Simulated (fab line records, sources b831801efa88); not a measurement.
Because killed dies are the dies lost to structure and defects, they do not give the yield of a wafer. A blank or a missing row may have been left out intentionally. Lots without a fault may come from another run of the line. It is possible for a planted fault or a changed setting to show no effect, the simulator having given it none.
fab line records	flow sky130
record lots=5	wafers=15	lastDay=50
route steps=708 shown VIA3@591 METAL4@598 CAP2M@603 PAD_OPEN@708
lots that met no fault: from a run of the same line without faults
startH: hours from the record's first day to the start of the lot's first wafer shown	waitH: time in hours since the lot's previous step	" repeats the value in the row above	L1.1+2: one row covering several wafers at once	- no value, or no start was given	* or withheld: withheld	< > ~ a bound
route shown NAME@n: a module of which the file shows steps, and the number in the route of the first	usual: mean and standard deviation over wafers with no fault	same: alike in all rows	chamber/n: place in a boat	sites: readings site by site	_std_site: the standard deviation of these	_edge_site: inner sites' mean taken away from outer sites' mean	radiusMm: how far each site lies from the wafer's centre	mask NAME#n: copy n	behind: the tool/chamber that last shaped the wafer	hold: reason for holding the lot/hours on hold/outcome of the hold	device: transistor that didn't switch, given as n, p or np	end of line: at the end of the route, the tests of the same wafers	a step given without rows: its recipe and nothing more	killed: dies lost to structure and defects at the first sort, not the wafer's yield	map: the dies of a wafer, with x for killed, . for not killed, _ for no die there
set.NAME: the run value of the setting; set.NAME@STEP: its run value at that earlier step	model.NAME: the simulator's own value behind a step, which no gauge read
lots at selected steps of the route; one table per step, one row per wafer
services: from which hour (startH, from the record's first day; less than 0 if before it) a tool's chamber was out of use, for how many hours, and why
## steps
# step SKY_VIA3_CLEAN_18
# recipe chemistry=IPA	timeS=180	tempC=25
# step SKY_VIA3_CLEAN_19
# recipe chemistry=O3/DIW	dry=n2Spin
# step SKY_VIA3_SPUTTER_20
# recipe material=TiN	targetThkNm=20	chamberPressurePa=5	powerW=4000	timeS=80
# step SKY_VIA3_CVD_21
# recipe material=W	targetThkNm=390	timeS=117.31	tempC=400	pressureTorr=40
# usual heaterPowerW=827/79
lot.wafer	tool	chamber	startH	waitH	heaterPowerW
L707.2	cvdW-02	1	928.05	0.1	770
L707.4	"	1	"	"	758
L707.6	"	1	"	"	768
L710.1	cvdW-01	1	953.23	0.0	937
L710.4	"	0	"	"	793
L710.6	"	1	"	"	958
L720.1	cvdW-01	0	1027.11	0.0	792
L720.4	"	1	"	"	964
L720.6	"	1	"	"	958
L724.2	cvdW-02	0	1073.78	0.0	781
L724.3	"	1	"	"	769
L724.4	"	0	"	"	790
L728.1	cvdW-02	0	1076.28	0.0	764
L728.2	"	1	"	"	755
L728.6	"	0	"	"	772
# step SKY_VIA3_RS_MEAS_22
# recipe thkMeasGauge=four-point-probe	reads=W_of_VIA3_CVD_21+TiN_of_VIA3_SPUTTER_20
# usual VIA3_W_RS=0.2962/0.0027
lot.wafer	tool	chamber	startH	waitH	VIA3_W_RS[ohm/sq]
L707.2	filmMetro-03	-	928.28	0.2	0.2910
L707.4	"	-	"	"	0.2924
L707.6	"	-	"	"	0.2950
L710.1	filmMetro-02	-	953.35	0.1	0.2940
L710.4	"	-	"	"	0.2935
L710.6	"	-	"	"	0.2946
L720.1	filmMetro-03	-	1027.24	0.1	0.2946
L720.4	"	-	"	"	0.2984
L720.6	"	-	"	"	0.2946
L724.2	filmMetro-01	-	1073.92	0.1	0.2993
L724.3	"	-	"	"	0.2999
L724.4	"	-	"	"	0.2983
L728.1	filmMetro-02	-	1076.40	0.1	0.2957
L728.2	"	-	"	"	0.2967
L728.6	"	-	"	"	0.2950
# step SKY_VIA3_THK_MEAS_23
# recipe thkMeasGauge=xrf	reads=W_of_VIA3_CVD_21
# usual VIA3_W_THK=381/5.4
lot.wafer	tool	chamber	startH	waitH	VIA3_W_THK[nm]
L707.2	filmMetro-03	-	928.39	0.1	387
L707.4	"	-	"	"	386
L707.6	"	-	"	"	381
L710.1	filmMetro-02	-	953.47	0.1	380
L710.4	"	-	"	"	384
L710.6	"	-	"	"	381
L720.1	filmMetro-03	-	1027.36	0.1	377
L720.4	"	-	"	"	372
L720.6	"	-	"	"	380
L724.2	filmMetro-01	-	1074.03	0.1	385
L724.3	"	-	"	"	382
L724.4	"	-	"	"	383
L728.1	filmMetro-02	-	1076.52	0.1	378
L728.2	"	-	"	"	377
L728.6	"	-	"	"	381
# step SKY_VIA3_CMP_24
# recipe stopOn=SiO2	tOverpolishS=20	downForcePsi=3.5	platenRpm=60	targetThkNm=0	padVelocityMS=0.94248
# step SKY_METAL4_SPUTTER_00
# recipe material=Ti	targetThkNm=15	powerW=3000	timeS=10	chamberPressurePa=0.4
# step SKY_METAL4_SPUTTER_01
# recipe material=TiN	targetThkNm=20	powerW=6500	timeS=16.7	chamberPressurePa=0.4
# usual cathodeDcPowerW=6500.2/1.2	chamberPressurePa=0.4000/0.00079	throttleValvePct=29.6/1.1
lot.wafer	tool	chamber	startH	waitH	cathodeDcPowerW	chamberPressurePa	throttleValvePct
L707.2	pvdSputter-02	-	928.85	0.0	6499.6	0.4007	28.2
L707.4	"	-	"	"	6500.8	0.3984	30.6
L707.6	"	-	"	"	6502.6	0.3992	30.3
L710.1	pvdSputter-02	-	953.85	0.0	6501.5	0.4001	28.3
L710.4	"	-	"	"	6501.8	0.4003	28.1
L710.6	"	-	"	"	6500.1	0.4002	28.0
L720.1	pvdSputter-02	-	1027.74	0.0	6499.8	0.4010	30.8
L720.4	"	-	"	"	6501.6	0.4016	28.2
L720.6	"	-	"	"	6499.8	0.4007	30.7
L724.2	pvdSputter-02	-	1074.42	0.0	6502.0	0.4002	30.7
L724.3	"	-	"	"	6499.5	0.4001	28.4
L724.4	"	-	"	"	6501.0	0.4001	28.3
L728.1	pvdSputter-01	-	1076.90	0.0	6499.6	0.4000	28.5
L728.2	"	-	"	"	6500.5	0.3994	31.1
L728.6	"	-	"	"	6501.7	0.4008	28.7
# step SKY_METAL4_SPUTTER_02
# recipe material=AlCu	targetThkNm=735	powerW=10600	timeS=39.1	chamberPressurePa=0.4098
# step SKY_METAL4_SPUTTER_03
# recipe material=Ti	targetThkNm=5	powerW=3000	timeS=3.3	chamberPressurePa=0.4
# step SKY_METAL4_SPUTTER_04
# recipe material=TiN	targetThkNm=70	powerW=6500	timeS=58.3	chamberPressurePa=0.4
# step SKY_CAP2M_CVD_00
# recipe material=SiO2	targetThkNm=15.5	tempC=400	timeS=withheld	rfW=450
# usual heaterPowerW=681/76
lot.wafer	tool	chamber	startH	waitH	heaterPowerW	model.SiO2_of_CAP2M_CVD_00.thkNm
L707.2	pecvd-02	0	928.98	0.0	606	15.37
L707.4	"	0	"	"	589	15.57
L707.6	"	0	"	"	633	15.62
L710.1	pecvd-03	2	953.98	0.0	709	15.36
L710.4	"	2	"	"	699	15.47
L710.6	"	1	"	"	690	15.59
L720.1	pecvd-02	1	1027.87	0.0	739	15.7
L720.4	"	2	"	"	618	15.71
L720.6	"	0	"	"	722	11.81
L724.2	pecvd-01	1	1074.56	0.0	645	15.45
L724.3	"	2	"	"	553	15.09
L724.4	"	2	"	"	539	15.67
L728.1	pecvd-03	0	1077.04	0.0	769	15.21
L728.2	"	2	"	"	737	15.6
L728.6	"	1	"	"	787	15.42
# step SKY_CAP2M_THK_MEAS_01
# recipe reads=SiO2_of_CAP2M_CVD_00
# usual CAP2M_CVD_00_THK=15.52/0.22
lot.wafer	tool	chamber	startH	waitH	CAP2M_CVD_00_THK[nm]
L707.2	filmMetro-03	-	929.02	-	15.37
L707.4	"	-	"	"	15.60
L707.6	"	-	"	"	15.62
L710.1	filmMetro-03	-	954.01	-	15.31
L710.4	"	-	"	"	15.51
L710.6	"	-	"	"	15.57
L720.1	filmMetro-03	-	1027.89	-	15.71
L720.4	"	-	"	"	15.68
L720.6	"	-	"	"	11.81
L724.2	filmMetro-02	-	1074.59	-	15.44
L724.3	"	-	"	"	15.11
L724.4	"	-	"	"	15.62
L728.1	filmMetro-03	-	1077.06	-	15.26
L728.2	"	-	"	"	15.65
L728.6	"	-	"	"	15.45
# step SKY_CAP2M_SPUTTER_02
# recipe material=TiN	targetThkNm=200	tempC=300	powerW=6500	timeS=166.7	chamberPressurePa=0.4
# usual cathodeDcPowerW=6499.9/1.3	chamberPressurePa=0.3999/0.00078	throttleValvePct=30.0/0.85
lot.wafer	tool	chamber	startH	waitH	cathodeDcPowerW	chamberPressurePa	throttleValvePct
L707.2	pvdSputter-04	-	929.07	0.0	6499.1	0.4004	30.7
L707.4	"	-	"	"	6498.5	0.4010	29.8
L707.6	"	-	"	"	6497.3	0.3998	30.9
L710.1	pvdSputter-03	-	954.07	0.1	6501.6	0.3977	30.9
L710.4	"	-	"	"	6500.5	0.3988	29.9
L710.6	"	-	"	"	6499.7	0.4014	30.3
L720.1	pvdSputter-03	-	1027.95	0.1	6500.0	0.3997	29.7
L720.4	"	-	"	"	6500.7	0.3994	30.2
L720.6	"	-	"	"	6499.5	0.3996	30.3
L724.2	pvdSputter-03	-	1074.64	0.0	6500.0	0.3993	30.7
L724.3	"	-	"	"	6500.0	0.3993	29.8
L724.4	"	-	"	"	6498.9	0.4004	30.3
L728.1	pvdSputter-02	-	1077.12	0.1	6498.9	0.4001	28.7
L728.2	"	-	"	"	6496.9	0.4006	28.3
L728.6	"	-	"	"	6502.1	0.4013	28.4
# step SKY_CAP2M_RS_MEAS_03
# recipe thkMeasGauge=four-point-probe	reads=TiN_of_CAP2M_SPUTTER_02
# usual CAP2M_TIN_RS=6.94/0.077
lot.wafer	tool	chamber	startH	waitH	CAP2M_TIN_RS[ohm/sq]
L707.2	filmMetro-04	-	929.20	0.1	6.98
L707.4	"	-	"	"	7.00
L707.6	"	-	"	"	6.95
L710.1	filmMetro-02	-	954.18	0.1	7.00
L710.4	"	-	"	"	6.99
L710.6	"	-	"	"	7.00
L720.1	filmMetro-03	-	1028.06	0.1	6.84
L720.4	"	-	"	"	6.91
L720.6	"	-	"	"	6.80
L724.2	filmMetro-04	-	1074.77	0.1	6.93
L724.3	"	-	"	"	6.92
L724.4	"	-	"	"	6.81
L728.1	filmMetro-03	-	1077.23	0.1	7.12
L728.2	"	-	"	"	7.09
L728.6	"	-	"	"	7.11
# step SKY_CAP2M_THK_MEAS_04
# recipe thkMeasGauge=xrf	reads=TiN_of_CAP2M_SPUTTER_02
# usual CAP2M_TIN_THK=198.3/2.5
lot.wafer	tool	chamber	startH	waitH	CAP2M_TIN_THK[nm]
L707.2	filmMetro-04	-	929.31	0.1	197.4
L707.4	"	-	"	"	197.0
L707.6	"	-	"	"	198.4
L710.1	filmMetro-02	-	954.30	0.1	197.9
L710.4	"	-	"	"	197.8
L710.6	"	-	"	"	196.6
L720.1	filmMetro-03	-	1028.18	0.1	200.6
L720.4	"	-	"	"	198.2
L720.6	"	-	"	"	201.4
L724.2	filmMetro-04	-	1074.88	0.1	198.4
L724.3	"	-	"	"	198.4
L724.4	"	-	"	"	201.3
L728.1	filmMetro-03	-	1077.35	0.1	193.0
L728.2	"	-	"	"	193.8
L728.6	"	-	"	"	193.3
# step SKY_CAP2M_DEHYDRATE_05
# recipe tempC=200	timeS=60
# step SKY_CAP2M_HMDS_06
# recipe primeTimeS=60	primeTempC=120
# step SKY_CAP2M_COAT_07
# recipe resist=NOVOLAK	spinRpm=3000	resistThkNm=1140
# step SKY_CAP2M_SOFTBAKE_08
# recipe tempC=90	timeS=60	resist=NOVOLAK
# step SKY_CAP2M_EXPOSE_09
# recipe maskId=CAP2M	na=0.6	sourceShape=conventional	sigmaOuter=0.6	polarization=unpolarized	targetCdNm=1000	doseMj=159
# step SKY_CAP2M_PEB_10
# recipe tempC=withheld	timeS=*	resist=NOVOLAK
# step SKY_CAP2M_DEVELOP_11
# recipe resist=NOVOLAK	developer=TMAH	developTimeS=60	devTempC=23
# step SKY_CAP2M_OVL_MEAS_12
# usual CAP2M_OVL=-1.0/1.1
lot.wafer	tool	chamber	startH	waitH	CAP2M_OVL[nm]
L707.2	overlay-01	-	953.89	0.1	0.0
L707.4	"	-	"	"	-0.8
L707.6	"	-	"	"	-0.5
L710.1	overlay-01	-	977.87	0.1	1.1
L710.4	"	-	"	"	0.4
L710.6	"	-	"	"	1.1
L720.1	overlay-02	-	1050.74	0.1	-0.7
L720.4	"	-	"	"	-1.1
L720.6	"	-	"	"	-0.5
L724.2	overlay-02	-	1095.29	0.1	-1.5
L724.3	"	-	"	"	-0.1
L724.4	"	-	"	"	-1.1
L728.1	overlay-01	-	1097.49	0.1	-0.5
L728.2	"	-	"	"	-1.5
L728.6	"	-	"	"	-2.6
# step SKY_CAP2M_METAL_ETCH_13
# recipe targetDepthNm=220	stopOn=SiO2	chemistry=Cl2/BCl3	target=TiN	pressureMtorr=10	icpW=900	biasW=48.5	Cl2_flow_sccm=60	bcl3FlowSccm=30	timeS=62.9
# usual drypumpMotorCurrentA=5.9/0.54	heBacksideLeakSccm=3.6/0.32	oesProductAu=0.939/0.0076	throttleValvePct=21.903/0.0093
lot.wafer	tool	chamber	startH	waitH	drypumpMotorCurrentA	heBacksideLeakSccm	oesProductAu	rfHoursCounterH	throttleValvePct
L707.2	rieMetal-01	1	953.92	0.0	6.7	3.5	0.929	12	21.906
L707.4	"	0	"	"	5.3	3.5	0.934	-	21.892
L707.6	"	1	"	"	6.8	4.6	0.944	-	21.905
L710.1	rieMetal-02	0	977.90	0.0	6.0	3.4	0.934	11	21.918
L710.4	"	1	"	"	5.4	3.4	0.935	-	21.925
L710.6	"	1	"	"	5.4	3.3	0.940	-	21.920
L720.1	rieMetal-01	1	1050.77	0.0	6.8	3.6	0.951	17	21.888
L720.4	"	1	"	"	6.8	3.5	0.949	-	21.911
L720.6	"	0	"	"	5.4	3.7	0.952	-	21.895
L724.2	rieMetal-02	0	1095.32	0.0	6.0	3.5	0.939	19	21.897
L724.3	"	1	"	"	5.4	3.4	0.943	-	21.890
L724.4	"	0	"	"	6.0	3.6	0.950	-	21.890
L728.1	rieMetal-03	0	1097.53	0.0	6.1	3.5	0.926	21	21.915
L728.2	"	1	"	"	5.6	3.6	0.918	19	21.907
L728.6	"	1	"	"	5.5	3.4	0.930	-	21.910
# step SKY_CAP2M_STRIP_14
# recipe chemistry=O2/N2	powerW=1400	pressureMtorr=1500	platenTempC=withheld	o2FlowSccm=3000	n2FlowSccm=300	overashFraction=0.5
# step SKY_CAP2M_STRIP_15
# recipe chemistry=postEtchResidueRemover	timeS=1200	tempC=72.5
# step SKY_CAP2M_CLEAN_16
# recipe chemistry=IPA	timeS=180	tempC=25
# step SKY_CAP2M_CLEAN_17
# recipe chemistry=O3/DIW	dry=n2Spin
# step SKY_METAL4_DEHYDRATE_05
# recipe tempC=200	timeS=60
# step SKY_METAL4_HMDS_06
# recipe primeTimeS=60	primeTempC=119.6
# step SKY_METAL4_COAT_07
# recipe resist=BARC	tempC=withheld	timeS=withheld	spinRpm=3000	resistThkNm=60
# step SKY_METAL4_COAT_08
# recipe resist=KrF-thick	spinRpm=3000	resistThkNm=1140
# step SKY_METAL4_SOFTBAKE_09
# recipe tempC=100	timeS=90	resist=KrF-thick
# step SKY_METAL4_EXPOSE_10
# recipe maskId=MM4	na=0.68	sourceShape=annular	sigmaInner=0.4	sigmaOuter=0.8	targetCdNm=300	doseMj=28
# step SKY_METAL4_PEB_11
# recipe pebTempC=withheld	pebTimeS=withheld	resist=KrF-thick
# step SKY_METAL4_DEVELOP_12
# recipe developTimeS=60	resist=KrF-thick	devTempC=21
# step SKY_METAL4_CD_MEAS_13
# recipe targetCdNm=300
# usual cdNm=300.0/1.5
lot.wafer	tool	chamber	startH	waitH	cdNm
L707.2	cdSem-01	-	978.11	-	298.8
L707.4	"	-	"	"	300.1
L707.6	"	-	"	"	299.1
L710.1	cdSem-01	-	1001.44	-	298.8
L710.4	"	-	"	"	299.9
L710.6	"	-	"	"	299.3
L720.1	cdSem-02	-	1072.45	-	300.4
L720.4	"	-	"	"	298.6
L720.6	"	-	"	"	298.1
L724.2	cdSem-01	-	1115.16	-	299.3
L724.3	"	-	"	"	300.4
L724.4	"	-	"	"	301.0
L728.1	cdSem-02	-	1117.74	-	299.3
L728.2	"	-	"	"	299.3
L728.6	"	-	"	"	298.8
# step SKY_METAL4_OVL_MEAS_14
# usual METAL4_OVL=-2/4.8
lot.wafer	tool	chamber	startH	waitH	METAL4_OVL[nm]
L707.2	overlay-02	-	978.21	0.1	6
L707.4	"	-	"	"	6
L707.6	"	-	"	"	-1
L710.1	overlay-01	-	1001.56	0.1	-3
L710.4	"	-	"	"	3
L710.6	"	-	"	"	0
L720.1	overlay-02	-	1072.57	0.1	5
L720.4	"	-	"	"	-10
L720.6	"	-	"	"	-4
L724.2	overlay-01	-	1115.26	0.1	-2
L724.3	"	-	"	"	-3
L724.4	"	-	"	"	-2
L728.1	overlay-02	-	1117.86	0.1	4
L728.2	"	-	"	"	-3
L728.6	"	-	"	"	1
# step SKY_METAL4_DESCUM_15
# recipe chemistry=O2	sourcePowerW=150	biasPowerW=0	pressureMtorr=10	tempC=40	timeS=8
# step SKY_METAL4_ETCH_16
# recipe chemistry=N2/H2	target=BARC	ionEnergyEv=200	biasW=100	pressureMtorr=30	n2FlowSccm=100	h2FlowSccm=200	icpW=500	stopOn=SiO2	timeS=88.2	targetDepthA=600
# usual drypumpMotorCurrentA=5.9/0.54	heBacksideLeakSccm=3.6/0.42	oesProductAu=0.625/0.0045	throttleValvePct=13.204/0.0089
lot.wafer	tool	chamber	startH	waitH	drypumpMotorCurrentA	heBacksideLeakSccm	oesProductAu	rfHoursCounterH	throttleValvePct
L707.2	rieMetal-01	1	978.27	0.0	6.7	3.3	0.624	12	13.192
L707.4	"	1	"	"	6.8	3.4	0.623	-	13.199
L707.6	"	0	"	"	5.4	3.6	0.629	-	13.215
L710.1	rieMetal-03	1	1001.62	0.0	5.6	3.5	0.629	15	13.181
L710.4	"	0	"	"	6.1	3.6	0.623	-	13.212
L710.6	"	1	"	"	5.6	3.6	0.632	-	13.207
L720.1	rieMetal-01	1	1072.63	0.0	6.8	3.5	0.624	19	13.205
L720.4	"	1	"	"	6.7	3.3	0.624	-	13.212
L720.6	"	0	"	"	5.4	3.7	0.623	-	13.198
L724.2	rieMetal-01	1	1115.32	0.0	6.8	3.7	0.631	23	13.203
L724.3	"	1	"	"	6.7	3.5	0.626	-	13.203
L724.4	"	0	"	"	5.4	3.5	0.631	-	13.209
L728.1	rieMetal-01	0	1117.93	0.0	5.3	3.7	0.626	25	13.215
L728.2	"	1	"	"	6.8	3.5	0.625	23	13.211
L728.6	"	0	"	"	5.3	3.8	0.627	-	13.204
# step SKY_METAL4_ETCH_17
# recipe target=SiO2	stopOn=TiN	chemistry=C4F8/O2/Ar	sourceW=1500	biasW=1200	pressureMtorr=40	c4f8FlowSccm=withheld	O2_flow_sccm=6	Ar_flow_sccm=300	timeS=3.9	targetDepthA=150
# usual oesProductAu=0.755/0.0075
lot.wafer	tool	chamber	startH	waitH	oesProductAu	rfHoursCounterH	model.etch.depthNm
L707.2	rieDiel-04	3	978.37	0.1	0.752	21	15.37
L707.4	"	2	"	"	0.752	9	15.57
L707.6	"	2	"	"	0.764	-	15.62
L710.1	rieDiel-03	2	1001.72	0.1	0.756	9	15.36
L710.4	"	1	"	"	0.753	13	15.47
L710.6	"	2	"	"	0.752	-	15.59
L720.1	rieDiel-03	2	1072.73	0.1	0.759	11	15.7
L720.4	"	1	"	"	0.758	16	15.71
L720.6	"	2	"	"	0.665	-	11.81
L724.2	rieDiel-01	2	1115.42	0.1	0.750	17	15.45
L724.3	"	0	"	"	0.747	23	15.09
L724.4	"	1	"	"	0.766	8	15.67
L728.1	rieDiel-03	2	1118.03	0.1	0.751	13	15.21
L728.2	"	1	"	"	0.758	17	15.6
L728.6	"	0	"	"	0.748	-	15.42
# step SKY_PAD_OPEN_PROBE_99
# usual defectLimitedYield=83.0/1.9	killed_at_M0_to_M3=43/6.9	killed_at_M4_up=3.1/1.9	killedAtContacts=24/5.4	killedAtFrontEnd=14/4.3	killedAtOther=0.3/0.53	killedDies=84/9.5	killedOpen=46/6.8	killedShort=38/6
# same grossDies=492	killedAtBackSide=0
lot.wafer	tool	chamber	startH	waitH	defectLimitedYield[%]	killed_at_M0_to_M3	killed_at_M4_up	killedAtContacts	killedAtFrontEnd	killedAtOther	killedDies	killedOpen	killedShort	model.etest.tester.sortNPass	model.etest.tester.sort_bin_5_pct	model.etest.tester.sortYieldPct	model.etest.capMim2.bvV	model.etest.capMim2.leakLog10ACm2	model.etest.capMim2.cFfUm2	model.etest.tester.sort_bin_8_pct
L707.2	prober-02	-	1076.01	0.1	83.1	43	2	20	18	0	83	47	36	409	11.99	83.13	13.81	-8.91	2.345	0
L707.4	prober-02	-	1076.11	0.2	81.3	56	4	20	12	0	92	47	45	400	10.98	81.3	13.85	-8.971	2.325	0
L707.6	prober-02	-	1076.21	0.2	80.3	50	3	24	20	0	97	45	52	395	13.01	80.28	14.2	-8.989	2.317	0
L710.1	prober-01	-	1096.40	0.1	83.9	41	2	15	21	0	79	39	40	413	10.77	83.94	14.21	-8.937	2.366	0
L710.4	prober-01	-	1096.55	0.2	81.5	50	1	29	10	1	91	49	42	401	12.4	81.5	13.97	-8.901	2.34	0
L710.6	prober-01	-	1096.65	0.2	85.0	38	5	14	17	0	74	38	36	418	8.333	84.96	14.11	-8.99	2.331	0
L720.1	prober-01	-	1157.14	0.1	82.7	41	3	30	11	0	85	53	32	407	11.18	82.72	14.04	-9.095	2.332	0
L720.4	prober-01	-	1157.29	0.2	82.9	39	5	24	16	0	84	45	39	408	9.959	82.93	14.78	-8.896	2.317	0
L720.6	prober-01	-	1157.39	0.2	85.0	39	4	19	11	1	74	38	36	272	38.01	55.28	10.41	-7.505	3.07	5.648e-05
L724.2	prober-01	-	1192.99	0.1	82.3	49	2	23	13	0	87	49	38	405	9.756	82.32	13.85	-9.231	2.34	0
L724.3	prober-01	-	1193.04	0.2	86.0	41	3	16	9	0	69	48	21	423	8.943	85.98	13.82	-8.797	2.422	0
L724.4	prober-01	-	1193.09	0.2	80.5	47	3	39	7	0	96	60	36	396	10.77	80.49	13.91	-8.898	2.327	0
L728.1	prober-02	-	1195.74	0.1	84.3	43	5	14	15	0	77	44	33	415	8.74	84.35	13.16	-8.856	2.386	0
L728.2	prober-02	-	1195.79	0.1	83.1	49	6	13	15	0	83	35	48	409	9.35	83.13	14.04	-9.108	2.306	0
L728.6	prober-02	-	1195.99	0.2	85.0	40	4	20	10	0	74	35	39	418	9.959	84.96	13.45	-8.747	2.374	0
# killed by level:class
L707.2 CONTACT:geometricParticle:open=9 VIA1:geometricParticle:open=9 CONTACT:geometricParticle:short=6 METAL1:geometricParticle:short=6 VIA2:geometricParticle:open=6 VIA1:geometricParticle:short=4 FIELD_ISO:geometricParticle:open=4 POLY_GATE:geometricParticle:open=4
L707.4 VIA1:geometricParticle:open=12 VIA2:geometricParticle:open=8 VIA2:geometricParticle:short=8 METAL1:geometricParticle:short=7 CONTACT:geometricParticle:open=6 VIA1:geometricParticle:short=6 LI_CONTACT:geometricParticle:open=4 VIA3:geometricParticle:open=4
L707.6 VIA1:geometricParticle:open=14 POLY_GATE:geometricParticle:short=10 CONTACT:geometricParticle:open=9 METAL1:geometricParticle:short=9 LI_CONTACT:geometricParticle:open=7 METAL2:geometricParticle:short=7 LI_CONTACT:geometricParticle:short=5 METAL3:geometricParticle:short=5
L710.1 FIELD_ISO:geometricParticle:short=7 LI_CONTACT:geometricParticle:open=7 VIA2:geometricParticle:open=7 FIELD_ISO:geometricParticle:open=6 VIA1:geometricParticle:open=5 METAL2:geometricParticle:short=5 VIA2:geometricParticle:short=5 VIA3:geometricParticle:open=5
L710.4 CONTACT:geometricParticle:open=10 VIA2:geometricParticle:open=8 LOCAL_INTERCONNECT:geometricParticle:short=8 METAL2:geometricParticle:short=8 VIA3:geometricParticle:open=8 LI_CONTACT:geometricParticle:open=7 METAL1:geometricParticle:short=5 VIA1:geometricParticle:open=5
L710.6 VIA1:geometricParticle:open=9 VIA2:geometricParticle:open=6 FIELD_ISO:geometricParticle:open=4 METAL4:geometricParticle:short=4 POLY_GATE:geometricParticle:short=4 METAL1:geometricParticle:short=4 VIA3:geometricParticle:short=4 VIA3:geometricParticle:open=4
L720.1 CONTACT:geometricParticle:open=10 VIA2:geometricParticle:open=10 VIA1:geometricParticle:open=9 LI_CONTACT:geometricParticle:open=8 CONTACT:geometricParticle:short=6 LOCAL_INTERCONNECT:geometricParticle:short=4 VIA3:geometricParticle:open=4 FIELD_ISO:geometricParticle:short=3
L720.4 LI_CONTACT:geometricParticle:open=9 METAL2:geometricParticle:short=9 VIA1:geometricParticle:open=7 CONTACT:geometricParticle:open=6 POLY_GATE:geometricParticle:open=5 METAL1:geometricParticle:short=5 FIELD_ISO:geometricParticle:open=4 VIA2:geometricParticle:open=4
L720.6 VIA1:geometricParticle:open=9 CONTACT:geometricParticle:open=7 FIELD_ISO:geometricParticle:short=5 VIA2:geometricParticle:open=5 LI_CONTACT:geometricParticle:open=5 CONTACT:geometricParticle:short=5 METAL2:geometricParticle:short=5 VIA3:geometricParticle:open=5
L724.2 VIA1:geometricParticle:open=16 CONTACT:geometricParticle:open=8 METAL1:geometricParticle:short=5 LI_CONTACT:geometricParticle:open=5 CONTACT:geometricParticle:short=5 METAL2:geometricParticle:short=5 LI_CONTACT:geometricParticle:short=4 VIA2:geometricParticle:open=4
L724.3 VIA1:geometricParticle:open=12 VIA3:geometricParticle:open=6 CONTACT:geometricParticle:open=6 VIA2:geometricParticle:open=6 METAL1:geometricParticle:short=5 FIELD_ISO:geometricParticle:open=4 LI_CONTACT:geometricParticle:open=4 METAL3:geometricParticle:open=3
L724.4 VIA1:geometricParticle:open=15 CONTACT:geometricParticle:open=13 LI_CONTACT:geometricParticle:open=12 LI_CONTACT:geometricParticle:short=6 VIA3:geometricParticle:open=6 CONTACT:geometricParticle:short=5 METAL1:geometricParticle:short=5 VIA2:geometricParticle:open=5
L728.1 VIA1:geometricParticle:open=11 VIA3:geometricParticle:open=8 FIELD_ISO:geometricParticle:short=7 CONTACT:geometricParticle:open=7 VIA1:geometricParticle:short=5 METAL1:geometricParticle:short=5 METAL4:geometricParticle:short=5 POLY_GATE:geometricParticle:open=4
L728.2 VIA3:geometricParticle:open=10 METAL2:geometricParticle:short=8 METAL1:geometricParticle:short=7 VIA1:geometricParticle:open=7 CONTACT:geometricParticle:short=5 FIELD_ISO:geometricParticle:short=4 VIA1:geometricParticle:short=4 VIA2:geometricParticle:short=4
L728.6 VIA1:geometricParticle:open=9 CONTACT:geometricParticle:open=8 VIA1:geometricParticle:short=8 VIA2:geometricParticle:open=5 VIA3:geometricParticle:open=4 CONTACT:geometricParticle:short=4 METAL1:geometricParticle:short=4 METAL2:geometricParticle:short=4
## services
tool	chamber	startH	hours	kind
rieDiel-01	3	907.23	3.8	repair
cvdW-02	0	914.75	16.9	repair
pecvd-01	0	923.23	4.0	repair
pvdSputter-03	-	938.90	3.0	repair
pecvd-02	-	973.38	14.6	pm
pvdSputter-03	-	974.23	3.2	repair
pecvd-03	-	975.26	1.5	repair
rieDiel-03	-	984.52	0.3	repair
pvdSputter-02	-	986.64	3.1	repair
pecvd-03	-	989.31	2.7	repair
pecvd-03	0	1002.71	23.4	repair
rieDiel-03	3	1010.25	7.2	repair
rieDiel-03	0	1019.57	14.4	repair
rieDiel-03	2	1019.70	23.2	repair
rieMetal-03	-	1046.07	28.1	pm
pecvd-03	-	1061.18	1.0	repair
cvdW-01	-	1068.67	3.8	pm
cvdW-01	-	1073.62	6.0	pm
pecvd-03	-	1078.50	7.3	repair
cvdW-01	-	1082.00	1.6	repair
rieDiel-03	3	1088.61	8.7	repair
pecvd-02	1	1098.05	20.0	repair
cvdW-02	-	1104.27	0.9	repair
rieDiel-03	3	1117.47	5.6	repair
## key
firstSign step=SKY_CAP2M_THK_MEAS_01	reading=CAP2M_CVD_00_THK	direction=down	sigmas=17	usual=15.52	struck=11.81
effect step=SKY_METAL4_ETCH_17	reading=oesProductAu	direction=down	sigmas=12	usual=0.755	struck=0.665
modelEffect step=SKY_CAP2M_CVD_00	value=SiO2_of_CAP2M_CVD_00.thkNm	without=15.52	struck=11.81
modelEffect step=SKY_METAL4_ETCH_17	value=etch.depthNm	without=15.52	struck=11.81
modelEffect step=SKY_PAD_OPEN_PROBE_99	value=etest.tester.sortNPass	without=418	struck=272
metAt SKY_CAP2M_CVD_00
struckWafers L720.6
onsetBetween 928.98 1027.87
fault kind=processParameterDrift	tool=pecvd-02	chamber=0	onsetH=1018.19	steps=SKY_CAP2M_CVD_00	channel=targetThkNm	offset=-3.6839	shape=step	endH=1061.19	actsIn=theseRecipesOnly	stated=15.5
